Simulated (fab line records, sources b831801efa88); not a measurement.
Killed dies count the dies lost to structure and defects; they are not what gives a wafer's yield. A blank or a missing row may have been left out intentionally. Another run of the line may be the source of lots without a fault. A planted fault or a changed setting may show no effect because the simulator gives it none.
fab line records	flow sky130
[record] lots = 24	wafers = 72	last_day = 50
route steps=708 shown GATE_OXIDE@201 LDD_P@262 METAL1@434 METAL2@500 VIA2@509 CAPM@550
lots that met no fault: taken from a fault-free run of the same line
start_h: the number of hours between the record's first day and the start of the first shown wafer of the lot	wait_h: hours since the lot's step before	" the same as in the row above	L1.1+2: several wafers, shown together as one row	- either no value or no given start	* or withheld: withheld	< > ~ a bound
route shown NAME@n: names a module that has steps shown in the file, with the first one's number in the route	usual: mean/standard deviation of fault-free wafers	same: alike in all rows	chamber/n: place in a boat	sites: per-site readings	_std_site: standard deviation of those values	_edge_site: outer sites' mean less inner sites'	radius_mm: for every site, how far away it sits from the centre of the wafer	mask NAME#n: copy n	behind: the last tool/chamber to shape the wafer	hold: cause of the lot's hold/its duration in hours/its outcome	device: names the non-switching transistor (n, p or np)	end of line: the tests these same wafers got at the end of their route	step lacking rows: just its recipe	killed: at the first sort, the dies lost to defects and structure; wafer yield is something else	map: a wafer's dies, x killed, . not, _ none there
set.NAME: the run value of the setting; set.NAME@STEP: its run value at that earlier step	model.NAME: the simulator's own value behind a step, which no gauge read
steps of the route over a sample of lots; a table a step, a row a wafer
services: the hour from which a tool's chamber was out of use, counted from the record's first day as start_h (under 0 if before that day), plus the number of hours and why
[[steps]]
[step SKY_GATE_OXIDE_TW_MEAS_14]
[usual] GATE_OXIDE_TW = 224/4.2
lot.wafer	tool	chamber	start_h	wait_h	GATE_OXIDE_TW
L074.1	film_metro-04	-	306.56	0.1	226
L074.3	"	-	"	"	224
L074.6	"	-	"	"	225
L075.1	film_metro-04	-	314.06	0.1	225
L075.3	"	-	"	"	224
L075.6	"	-	"	"	225
L076.1	film_metro-01	-	320.71	0.1	218
L076.3	"	-	"	"	219
L076.4	"	-	"	"	219
L078.1	film_metro-04	-	339.60	0.1	226
L078.3	"	-	"	"	227
L078.6	"	-	"	"	226
L077.1	film_metro-04	-	340.47	0.1	225
L077.2	"	-	"	"	226
L077.5	"	-	"	"	225
L079.3	film_metro-03	-	351.46	0.1	229
L079.4	"	-	"	"	228
L079.5	"	-	"	"	228
L080.2	film_metro-03	-	365.27	0.1	228
L080.3	"	-	"	"	229
L080.4	"	-	"	"	228
L081.1	film_metro-03	-	378.21	0.1	229
L081.2	"	-	"	"	227
L081.6	"	-	"	"	228
L082.1	film_metro-01	-	378.51	0.1	220
L082.2	"	-	"	"	220
L082.3	"	-	"	"	221
L083.3	film_metro-03	-	387.58	0.1	227
L083.4	"	-	"	"	228
L083.5	"	-	"	"	229
L084.4	film_metro-04	-	393.36	0.1	225
L084.5	"	-	"	"	223
L084.6	"	-	"	"	224
L085.1	film_metro-04	-	409.74	0.1	225
L085.3	"	-	"	"	225
L085.6	"	-	"	"	225
L086.3	film_metro-01	-	427.81	0.1	218
L086.4	"	-	"	"	218
L086.6	"	-	"	"	217
L087.1	film_metro-03	-	427.96	0.1	229
L087.3	"	-	"	"	228
L087.6	"	-	"	"	228
L088.1	film_metro-04	-	443.74	0.1	224
L088.3	"	-	"	"	225
L088.4	"	-	"	"	224
L090.1	film_metro-01	-	452.76	0.1	218
L090.2	"	-	"	"	217
L090.3	"	-	"	"	219
L089.3	film_metro-01	-	453.08	0.1	217
L089.4	"	-	"	"	217
L089.5	"	-	"	"	217
L091.3	film_metro-01	-	458.34	0.1	218
L091.5	"	-	"	"	218
L091.6	"	-	"	"	217
L092.2	film_metro-03	-	470.45	0.1	228
L092.3	"	-	"	"	229
L092.4	"	-	"	"	229
L093.2	film_metro-04	-	470.75	0.1	224
L093.5	"	-	"	"	224
L093.6	"	-	"	"	224
L095.2	film_metro-03	-	489.16	0.1	229
L095.4	"	-	"	"	227
L095.5	"	-	"	"	229
L094.1	film_metro-04	-	494.94	0.1	225
L094.4	"	-	"	"	224
L094.5	"	-	"	"	224
L096.1	film_metro-01	-	497.16	0.1	216
L096.5	"	-	"	"	217
L096.6	"	-	"	"	217
L097.3	film_metro-03	-	503.31	0.1	229
L097.4	"	-	"	"	229
L097.6	"	-	"	"	228
[step SKY_LDD_P_CD_MEAS_07]
[recipe] target_cd_nm = 380
[usual] cd_nm = 379.5/2.4
lot.wafer	tool	chamber	start_h	wait_h	cd_nm
L074.1	cd_sem-01	-	433.83	0.1	381.2
L074.3	"	-	"	"	381.2
L074.6	"	-	"	"	377.8
L075.1	cd_sem-02	-	433.98	0.1	377.0
L075.3	"	-	"	"	379.8
L075.6	"	-	"	"	379.9
L076.1	cd_sem-02	-	450.30	0.1	378.1
L076.3	"	-	"	"	378.2
L076.4	"	-	"	"	377.6
L077.1	cd_sem-02	-	469.15	0.1	378.6
L077.2	"	-	"	"	376.6
L077.5	"	-	"	"	379.0
L078.1	cd_sem-01	-	469.75	0.1	380.8
L078.3	"	-	"	"	382.8
L078.6	"	-	"	"	382.3
L079.3	cd_sem-01	-	487.42	0.1	380.1
L079.4	"	-	"	"	382.7
L079.5	"	-	"	"	381.5
L080.2	cd_sem-02	-	497.10	0.1	378.6
L080.3	"	-	"	"	377.3
L080.4	"	-	"	"	377.4
L081.1	cd_sem-01	-	512.03	0.1	379.5
L081.2	"	-	"	"	380.5
L081.6	"	-	"	"	378.7
L082.1	cd_sem-02	-	513.53	0.1	386.3
L082.2	"	-	"	"	386.2
L082.3	"	-	"	"	384.9
L083.3	cd_sem-02	-	523.42	0.1	378.8
L083.4	"	-	"	"	379.8
L083.5	"	-	"	"	378.2
L084.4	cd_sem-01	-	529.59	0.1	378.1
L084.5	"	-	"	"	380.7
L084.6	"	-	"	"	379.3
L085.1	cd_sem-02	-	543.30	0.1	379.2
L085.3	"	-	"	"	378.4
L085.6	"	-	"	"	380.8
L086.3	cd_sem-01	-	556.84	0.1	380.7
L086.4	"	-	"	"	381.3
L086.6	"	-	"	"	380.4
L087.1	cd_sem-01	-	558.70	0.1	380.0
L087.3	"	-	"	"	380.5
L087.6	"	-	"	"	380.4
L088.1	cd_sem-01	-	573.98	0.1	379.7
L088.3	"	-	"	"	380.7
L088.4	"	-	"	"	380.2
L090.1	cd_sem-01	-	583.13	0.1	380.3
L090.2	"	-	"	"	379.6
L090.3	"	-	"	"	377.0
L089.3	cd_sem-01	-	583.99	0.1	380.9
L089.4	"	-	"	"	381.9
L089.5	"	-	"	"	382.4
L091.3	cd_sem-01	-	585.84	0.1	378.9
L091.5	"	-	"	"	377.0
L091.6	"	-	"	"	381.0
L092.2	cd_sem-01	-	596.95	0.1	378.8
L092.3	"	-	"	"	377.2
L092.4	"	-	"	"	377.6
L093.2	cd_sem-01	-	600.55	0.1	374.8
L093.5	"	-	"	"	375.5
L093.6	"	-	"	"	375.5
L095.2	cd_sem-02	-	615.80	0.1	379.7
L095.4	"	-	"	"	377.3
L095.5	"	-	"	"	380.1
L094.1	cd_sem-02	-	623.70	0.1	381.4
L094.4	"	-	"	"	379.5
L094.5	"	-	"	"	377.8
L097.3	cd_sem-01	-	631.12	0.1	375.5
L097.4	"	-	"	"	375.2
L097.6	"	-	"	"	375.9
L096.1	cd_sem-01	-	631.38	0.1	382.0
L096.5	"	-	"	"	382.7
L096.6	"	-	"	"	382.2
[step SKY_METAL1_SPUTTER_00]
[recipe] material = Ti	target_thk_nm = 15	power_w = 3000	time_s = 10	chamber_pressure_pa = 0.4
[usual] throttle_valve_pct = 30.3/0.87
lot.wafer	tool	chamber	start_h	wait_h	throttle_valve_pct
L074.1	pvd_sputter-02	-	735.56	0.1	29.9
L074.3	"	-	"	"	30.8
L074.6	"	-	"	"	30.8
L075.1	pvd_sputter-03	-	739.05	0.1	30.1
L075.3	"	-	"	"	30.1
L075.6	"	-	"	"	29.1
L076.1	pvd_sputter-02	-	755.74	0.2	30.3
L076.3	"	-	"	"	29.5
L076.4	"	-	"	"	29.8
L077.1	pvd_sputter-03	-	768.56	0.2	30.3
L077.2	"	-	"	"	29.1
L077.5	"	-	"	"	29.9
L078.1	pvd_sputter-02	-	770.72	0.1	29.7
L078.3	"	-	"	"	30.5
L078.6	"	-	"	"	30.0
L079.3	pvd_sputter-01	-	783.72	0.2	31.0
L079.4	"	-	"	"	31.4
L079.5	"	-	"	"	29.2
L080.2	pvd_sputter-01	-	791.35	0.1	29.3
L080.3	"	-	"	"	31.0
L080.4	"	-	"	"	31.5
L081.1	pvd_sputter-01	-	806.38	0.1	29.8
L081.2	"	-	"	"	31.2
L081.6	"	-	"	"	29.0
L082.1	pvd_sputter-02	-	807.93	0.2	29.8
L082.2	"	-	"	"	30.4
L082.3	"	-	"	"	30.7
L083.3	pvd_sputter-03	-	813.66	0.1	29.6
L083.4	"	-	"	"	30.0
L083.5	"	-	"	"	30.2
L084.4	pvd_sputter-02	-	821.03	0.2	30.0
L084.5	"	-	"	"	30.3
L084.6	"	-	"	"	29.9
L085.1	pvd_sputter-01	-	830.80	0.1	29.5
L085.3	"	-	"	"	31.9
L085.6	"	-	"	"	29.1
L086.3	pvd_sputter-01	-	845.40	0.1	29.2
L086.4	"	-	"	"	31.7
L086.6	"	-	"	"	29.2
L087.1	pvd_sputter-03	-	846.05	0.2	29.0
L087.3	"	-	"	"	30.1
L087.6	"	-	"	"	29.0
L088.1	pvd_sputter-01	-	860.64	0.1	28.9
L088.3	"	-	"	"	31.2
L088.4	"	-	"	"	29.0
L090.1	pvd_sputter-02	-	865.21	0.1	29.6
L090.2	"	-	"	"	30.0
L090.3	"	-	"	"	30.4
L089.3	pvd_sputter-02	-	867.23	0.1	29.9
L089.4	"	-	"	"	30.6
L089.5	"	-	"	"	30.8
L091.3	pvd_sputter-01	-	869.21	0.1	31.0
L091.5	"	-	"	"	31.1
L091.6	"	-	"	"	31.6
L092.2	pvd_sputter-01	-	880.73	0.2	29.1
L092.3	"	-	"	"	29.0
L092.4	"	-	"	"	31.7
L093.2	pvd_sputter-02	-	885.17	0.2	30.6
L093.5	"	-	"	"	30.7
L093.6	"	-	"	"	30.3
L095.2	pvd_sputter-01	-	894.67	0.1	30.9
L095.4	"	-	"	"	31.9
L095.5	"	-	"	"	31.3
L094.1	pvd_sputter-01	-	902.60	0.2	29.1
L094.4	"	-	"	"	31.8
L094.5	"	-	"	"	31.7
L097.3	pvd_sputter-01	-	910.05	0.1	28.9
L097.4	"	-	"	"	31.6
L097.6	"	-	"	"	31.6
L096.1	pvd_sputter-01	-	911.06	0.2	31.3
L096.5	"	-	"	"	31.3
L096.6	"	-	"	"	31.7
[step SKY_METAL2_DESCUM_17]
[recipe] chemistry = O2	source_power_w = 150	bias_power_w = 0	pressure_mtorr = 10	temp_c = 40	time_s = 8
[usual] drypump_motor_current_A = 5.8/0.41	oes_product_au = 1.003/0.009
lot.wafer	tool	chamber	start_h	wait_h	drypump_motor_current_A	oes_product_au	rf_hours_counter_h
L074.1	rie_metal-03	0	819.24	0.0	6.3	0.987	10
L074.3	"	0	"	"	6.3	0.996	-
L074.6	"	1	"	"	5.5	1.009	-
L075.1	rie_metal-04	1	823.39	0.0	6.1	0.999	13
L075.3	"	0	"	"	5.3	1.012	-
L075.6	"	1	"	"	6.1	1.000	-
L076.1	rie_metal-04	1	838.59	0.0	6.1	0.994	14
L076.3	"	0	"	"	5.3	0.998	-
L076.4	"	1	"	"	6.1	0.993	-
L077.1	rie_metal-03	0	851.68	0.0	6.3	1.001	11
L077.2	"	1	"	"	5.4	1.010	17
L077.5	"	1	"	"	5.4	1.016	-
L078.1	rie_metal-01	1	852.83	0.0	5.4	1.009	4
L078.3	"	1	"	"	5.4	1.002	-
L078.6	"	0	"	"	6.2	1.023	-
L079.3	rie_metal-01	1	865.49	0.0	5.4	0.991	-
L079.4	"	0	"	"	6.2	1.015	-
L079.5	"	1	"	"	5.4	1.003	-
L080.2	rie_metal-03	0	873.49	0.0	6.2	0.993	12
L080.3	"	1	"	"	5.4	0.998	-
L080.4	"	0	"	"	6.3	0.996	-
L081.1	rie_metal-01	0	887.58	0.0	6.2	1.020	7
L081.2	"	0	"	"	6.2	1.020	-
L081.6	"	0	"	"	6.2	1.015	-
L082.1	rie_metal-01	0	890.58	0.0	6.2	1.020	7
L082.2	"	0	"	"	6.2	1.015	-
L082.3	"	0	"	"	6.2	1.012	-
L083.3	rie_metal-03	0	894.65	0.0	6.3	0.985	-
L083.4	"	0	"	"	6.3	0.990	-
L083.5	"	0	"	"	6.3	0.995	-
L084.4	rie_metal-04	1	903.24	0.0	6.1	0.999	-
L084.5	"	1	"	"	6.1	0.998	-
L084.6	"	0	"	"	5.3	0.997	-
L085.1	rie_metal-01	0	912.12	0.0	6.2	1.007	9
L085.3	"	1	"	"	5.4	0.998	-
L085.6	"	1	"	"	5.4	1.001	-
L086.3	rie_metal-01	0	925.25	0.0	6.2	1.019	-
L086.4	"	1	"	"	5.4	1.008	-
L086.6	"	1	"	"	5.4	1.000	-
L087.1	rie_metal-04	1	925.36	0.0	6.1	1.004	17
L087.3	"	0	"	"	5.3	0.997	-
L087.6	"	0	"	"	5.3	1.001	-
L088.1	rie_metal-03	0	940.18	0.0	6.3	0.998	17
L088.3	"	1	"	"	5.5	1.016	-
L088.4	"	0	"	"	6.3	0.988	-
L090.1	rie_metal-04	1	944.24	0.0	6.1	0.996	18
L090.2	"	0	"	"	5.3	1.005	14
L090.3	"	0	"	"	5.4	0.995	-
L089.3	rie_metal-03	1	945.40	0.0	5.4	1.008	-
L089.4	"	0	"	"	6.3	0.997	-
L089.5	"	1	"	"	5.4	1.009	-
L091.3	rie_metal-03	1	948.14	0.0	5.4	1.012	-
L091.5	"	1	"	"	5.5	1.004	-
L091.6	"	0	"	"	6.3	0.993	-
L092.2	rie_metal-04	1	962.98	0.0	6.1	0.988	19
L092.3	"	0	"	"	5.3	0.997	-
L092.4	"	1	"	"	6.1	0.994	-
L093.2	rie_metal-03	1	963.62	0.0	5.5	1.006	2
L093.5	"	0	"	"	6.3	0.990	-
L093.6	"	1	"	"	5.5	1.012	-
L095.2	rie_metal-03	1	972.58	0.0	5.5	1.005	3
L095.4	"	0	"	"	6.3	0.988	-
L095.5	"	1	"	"	5.4	1.015	-
L094.1	rie_metal-04	1	979.94	0.0	6.1	1.000	20
L094.4	"	0	"	"	5.3	1.006	-
L094.5	"	1	"	"	6.1	0.994	-
L097.3	rie_metal-01	0	987.25	0.0	6.2	1.016	-
L097.4	"	1	"	"	5.4	1.000	-
L097.6	"	0	"	"	6.2	1.014	-
L096.1	rie_metal-04	0	988.53	0.0	5.3	1.007	16
L096.5	"	1	"	"	6.1	0.993	-
L096.6	"	0	"	"	5.3	0.994	-
[step SKY_VIA2_CMP_02]
[recipe] material = SiO2	down_force_psi = 4	platen_rpm = 60	pad_velocity_m_s = 0.94248
[usual] motor_current_A = 11.5/1.4
lot.wafer	tool	chamber	start_h	wait_h	motor_current_A
L074.3	cmp-02	0	820.20	0.0	10.0
L074.1	"	2	"	"	13.6
L074.6	"	1	"	"	11.2
L075.1	cmp-02	1	824.35	0.1	11.2
L075.3	"	2	"	"	14.1
L075.6	"	1	"	"	11.3
L076.3	cmp-02	1	839.63	0.1	11.6
L076.1	"	2	"	"	13.4
L076.4	"	3	"	"	13.6
L077.2	cmp-02	3	852.76	0.1	12.3
L077.1	"	0	"	"	10.1
L077.5	"	1	"	"	11.6
L078.3	cmp-01	0	853.89	0.1	12.8
L078.1	"	1	"	"	9.0
L078.6	"	3	"	"	11.2
L079.4	cmp-02	0	866.49	0.1	10.1
L079.3	"	1	"	"	11.4
L079.5	"	0	"	"	10.2
L080.2	cmp-01	2	874.48	0.0	9.7
L080.3	"	3	"	"	11.6
L080.4	"	1	"	"	9.7
L081.2	cmp-02	1	888.84	0.1	11.4
L081.1	"	2	"	"	13.8
L081.6	"	1	"	"	11.0
L082.2	cmp-02	0	891.72	0.0	10.2
L082.1	"	1	"	"	11.1
L082.3	"	3	"	"	12.4
L083.3	cmp-01	3	895.87	0.1	11.3
L083.4	"	0	"	"	12.7
L083.5	"	2	"	"	10.2
L084.4	cmp-01	0	904.28	0.1	12.4
L084.5	"	3	"	"	11.6
L084.6	"	0	"	"	13.2
L085.1	cmp-02	2	913.44	0.4	13.9
L085.3	"	3	"	"	12.5
L085.6	"	1	"	"	11.2
L086.4	cmp-01	0	926.30	0.1	12.3
L086.3	"	1	"	"	9.5
L086.6	"	3	"	"	11.0
L087.3	cmp-01	2	926.50	0.1	9.9
L087.1	"	1	"	"	10.0
L087.6	"	3	"	"	12.1
L088.3	cmp-02	2	941.15	0.0	14.1
L088.4	"	0	"	"	10.2
L088.1	"	1	"	"	11.9
L090.1	cmp-01	0	945.20	0.1	12.6
L090.2	"	2	"	"	10.1
L090.3	"	3	"	"	12.2
L089.3	cmp-02	2	946.40	0.1	13.7
L089.4	"	3	"	"	12.9
L089.5	"	1	"	"	11.6
L091.3	cmp-02	2	949.09	0.0	13.6
L091.5	"	2	"	"	13.8
L091.6	"	3	"	"	12.8
L092.2	cmp-01	2	964.04	0.0	10.7
L092.3	"	0	"	"	12.3
L092.4	"	1	"	"	9.2
L093.2	cmp-02	3	965.12	0.5	12.9
L093.6	"	1	"	"	10.9
L093.5	"	2	"	"	14.2
L095.4	cmp-01	3	977.12	3.6	11.7
L095.2	"	2	"	"	10.0
L095.5	"	3	"	"	11.6
L094.4	cmp-01	2	981.09	0.1	10.0
L094.1	"	3	"	"	11.8
L094.5	"	1	"	"	10.3
L097.4	cmp-01	1	988.34	0.0	9.6
L097.3	"	3	"	"	11.7
L097.6	"	1	"	"	9.6
L096.1	cmp-02	3	989.55	0.1	12.0
L096.6	"	2	"	"	13.2
L096.5	"	3	"	"	12.3
[step SKY_CAPM_METAL_ETCH_13]
[recipe] target_depth_nm = 220	stop_on = SiO2	chemistry = Cl2/BCl3	target = TiN	pressure_mtorr = 10	icp_w = 900	bias_w = 48.5	Cl2_flow_sccm = 60	bcl3_flow_sccm = 30	time_s = 62.9
[usual] bcl3_flow_sccm = 29.98/0.091	drypump_motor_current_A = 5.9/0.43	oes_product_au = 0.942/0.0074	throttle_valve_pct = 21.902/0.01
lot.wafer	tool	chamber	start_h	wait_h	bcl3_flow_sccm	drypump_motor_current_A	oes_product_au	rf_hours_counter_h	throttle_valve_pct
L074.1	rie_metal-02	1	874.30	0.0	30.00	6.3	0.946	1	21.893
L074.3	"	0	"	"	29.78	5.4	0.949	-	21.907
L074.6	"	0	"	"	29.85	5.5	0.936	-	21.902
L075.1	rie_metal-04	1	877.80	0.0	29.90	6.2	0.950	16	21.898
L075.3	"	1	"	"	29.95	6.1	0.953	-	21.897
L075.6	"	1	"	"	29.87	6.2	0.939	-	21.924
L076.1	rie_metal-02	0	893.72	0.0	30.00	5.5	0.932	14	21.906
L076.3	"	1	"	"	29.84	6.3	0.938	-	21.907
L076.4	"	0	"	"	30.06	5.5	0.935	-	21.905
L077.1	rie_metal-02	1	906.28	0.0	30.15	6.3	0.928	2	21.887
L077.2	"	0	"	"	29.81	5.5	0.934	14	21.909
L077.5	"	0	"	"	29.91	5.4	0.928	-	21.894
L078.1	rie_metal-04	1	908.12	0.0	29.78	6.1	0.956	17	21.903
L078.3	"	0	"	"	30.00	5.3	0.954	-	21.905
L078.6	"	1	"	"	29.96	6.1	0.931	-	21.890
L079.3	rie_metal-03	0	919.07	0.1	29.90	6.2	0.938	-	21.909
L079.4	"	0	"	"	29.90	6.2	0.934	-	21.919
L079.5	"	0	"	"	29.85	6.3	0.931	-	21.902
L080.2	rie_metal-03	0	926.54	0.0	30.01	6.2	0.931	16	21.916
L080.3	"	0	"	"	29.88	6.2	0.936	-	21.905
L080.4	"	1	"	"	29.91	5.5	0.942	-	21.918
L081.1	rie_metal-04	1	940.24	0.0	30.07	6.2	0.942	18	21.898
L081.2	"	0	"	"	29.99	5.3	0.949	13	21.891
L081.6	"	1	"	"	30.13	6.1	0.956	-	21.886
L082.1	rie_metal-04	0	942.97	0.0	30.02	5.3	0.944	14	21.912
L082.2	"	1	"	"	29.90	6.2	0.946	18	21.895
L082.3	"	1	"	"	30.03	6.2	0.944	-	21.911
L083.3	rie_metal-04	0	947.30	0.0	30.17	5.3	0.937	-	21.894
L083.4	"	1	"	"	29.87	6.1	0.948	-	21.910
L083.5	"	1	"	"	30.02	6.1	0.951	-	21.881
L084.4	rie_metal-04	1	954.96	0.0	30.02	6.2	0.937	-	21.917
L084.5	"	1	"	"	29.99	6.2	0.936	-	21.924
L084.6	"	0	"	"	29.84	5.3	0.935	-	21.893
L085.1	rie_metal-02	0	963.69	0.0	29.73	5.4	0.947	17	21.905
L085.3	"	1	"	"	29.99	6.3	0.937	-	21.911
L085.6	"	1	"	"	29.97	6.4	0.942	-	21.905
L086.3	rie_metal-02	1	975.51	0.0	29.99	6.3	0.942	-	21.904
L086.4	"	0	"	"	29.91	5.5	0.948	-	21.902
L086.6	"	0	"	"	29.93	5.4	0.953	-	21.910
L087.1	rie_metal-04	1	975.72	0.0	29.84	6.1	0.937	19	21.888
L087.3	"	0	"	"	29.89	5.3	0.939	-	21.909
L087.6	"	1	"	"	30.10	6.1	0.947	-	21.895
L088.1	rie_metal-04	1	990.96	0.0	29.88	6.1	0.938	20	21.910
L088.3	"	0	"	"	29.96	5.3	0.940	-	21.882
L088.4	"	1	"	"	29.90	6.1	0.947	-	21.886
L090.1	rie_metal-04	1	995.34	0.0	29.92	6.1	0.934	21	21.911
L090.2	"	0	"	"	30.11	5.3	0.940	16	21.886
L090.3	"	1	"	"	30.15	6.1	0.940	-	21.904
L089.3	rie_metal-04	0	998.03	0.0	29.98	5.3	0.954	-	21.876
L089.4	"	1	"	"	29.99	6.1	0.955	-	21.895
L089.5	"	1	"	"	29.95	6.1	0.956	-	21.903
L091.3	rie_metal-02	1	1000.81	0.1	30.02	6.3	0.938	-	21.899
L091.5	"	1	"	"	30.13	6.4	0.938	-	21.899
L091.6	"	1	"	"	30.03	6.3	0.951	-	21.905
L092.2	rie_metal-02	1	1010.46	0.0	29.96	6.3	0.932	-	21.900
L092.3	"	1	"	"	29.96	6.3	0.944	-	21.917
L092.4	"	1	"	"	30.01	6.3	0.945	-	21.899
L093.2	rie_metal-02	1	1011.77	0.0	29.88	6.3	0.938	8	21.910
L093.5	"	1	"	"	29.99	6.3	0.931	-	21.894
L093.6	"	0	"	"	30.00	5.5	0.942	-	21.903
L095.2	rie_metal-03	1	1025.02	0.0	30.07	5.5	0.948	6	21.904
L095.4	"	1	"	"	29.99	5.4	0.947	-	21.906
L095.5	"	0	"	"	29.95	6.3	0.950	-	21.892
L094.1	rie_metal-03	0	1028.82	0.0	30.00	6.3	0.938	22	21.888
L094.4	"	1	"	"	30.10	5.5	0.937	-	21.893
L094.5	"	1	"	"	29.81	5.5	0.947	-	21.892
L097.3	rie_metal-03	1	1035.51	0.0	29.95	5.4	0.944	-	21.911
L097.4	"	0	"	"	29.95	6.3	0.936	-	21.902
L097.6	"	0	"	"	30.05	6.3	0.937	-	21.910
L096.1	rie_metal-02	0	1036.06	0.0	29.95	5.4	0.945	2	21.910
L096.5	"	0	"	"	29.95	5.5	0.942	-	21.912
L096.6	"	1	"	"	30.08	6.3	0.938	-	21.905
[[services]]
tool	chamber	start_h	hours	kind
cmp-02	-	722.96	15.3	repair
cmp-02	-	738.29	6.2	pm
cmp-02	-	748.54	4.0	pm
cmp-02	-	759.53	2.6	repair
cmp-01	-	762.41	21.0	pm
cmp-01	-	792.25	5.1	pm
cmp-01	-	798.81	1.1	repair
pvd_sputter-01	-	813.63	1.2	repair
rie_metal-03	-	829.06	1.4	pm
rie_metal-03	-	830.50	14.6	pm
cmp-01	-	848.83	0.5	repair
cmp-01	-	871.80	1.1	repair
cmp-01	-	898.04	2.2	repair
cmp-01	-	911.34	2.5	repair
cmp-01	-	913.86	4.0	pm
cmp-02	-	917.86	5.5	pm
cmp-02	-	922.72	5.8	repair
cmp-01	-	941.29	1.3	repair
pvd_sputter-01	-	953.33	2.4	repair
rie_metal-03	0	958.58	2.8	repair
cmp-02	-	960.88	1.1	repair
pvd_sputter-01	-	986.96	1.9	repair
pvd_sputter-01	-	991.91	1.4	repair
cmp-02	-	992.23	1.6	repair
[[key]]
fault none
